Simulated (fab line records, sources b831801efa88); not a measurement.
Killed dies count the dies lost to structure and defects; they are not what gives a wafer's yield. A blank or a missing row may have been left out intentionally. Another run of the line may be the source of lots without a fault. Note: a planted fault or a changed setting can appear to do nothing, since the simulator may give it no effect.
Matching of chambers | flow gf180mcu | rie_diel-02 running GF_SAB_ETCH_11: 4 sister chambers
The step etches SiO2 in C4F8/O2/Ar, target depth 55 nm, time 8.5 s. 8 wafers are shown with their chamber, then 11 later ones without.

## WAFERS WITH THEIR CHAMBER
wafer  | chamber | rf_fwd_power_W (W) | oes_product_au (a.u.)
L083.4 | 3       | 1469               | 1.001
L084.1 | 3       | 1465               | 1.000
L087.6 | 2       | 1480               | 0.995
L089.4 | 2       | 1481               | 0.990
L089.5 | 1       | 1471               | 1.009
L090.1 | 1       | 1476               | 1.020
L090.5 | 0       | 1480               | 1.010
L094.1 | 0       | 1466               | 1.004

## WAFERS MISSING THEIR CHAMBER
wafer  | rf_fwd_power_W (W) | oes_product_au (a.u.)
L094.5 | 1471               | 1.010
L094.6 | 1476               | 1.011
L095.2 | 1466               | 1.021
L095.4 | 1469               | 0.983
L095.5 | 1481               | 0.996
L096.2 | 1473               | 1.018
L096.4 | 1459               | 0.989
L096.5 | 1457               | 0.990
L097.3 | 1475               | 1.020
L097.4 | 1474               | 1.021
L097.5 | 1473               | 1.018

## CHAMBER TAKEN BY EACH
wafer  | from the rows above          | in truth
L094.5 | can't be placed: 0 or 1 or 3 | 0
L094.6 | can't be placed: 1 or 0 or 3 | 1
L095.2 | can't be placed: 1 or 0      | 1
L095.4 | can't be placed: 2 or 3      | 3
L095.5 | can't be placed: 2 or 0 or 3 | 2
L096.2 | can't be placed: 1 or 0      | 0
L096.4 | can't be placed: 3 or 2 or 0 | 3
L096.5 | can't be placed: 3 or 2 or 0 | 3
L097.3 | can't be placed: 1 or 0      | 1
L097.4 | can't be placed: 1 or 0      | 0
L097.5 | can't be placed: 1 or 0      | 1
Correct placement for 0 of the 11. Cannot be placed on the basis of these rows: 11; the candidates contain the true chamber in 11. 0 placed wrongly.
How it was worked out, from the rows above alone: a wafer's distance from a chamber is the root of the sum, over the readings, of the square of ((its reading less the chamber's mean) divided by the reading's scatter). The wafer belongs to the nearest chamber; if the next one is less than 2 further off, it can't be placed. The mean given for a chamber averages the wafers shown for that chamber. The scatter: the root of (the sum of the squares of (reading less its chamber's mean) over the shown wafers, divided by (wafers less chambers)).
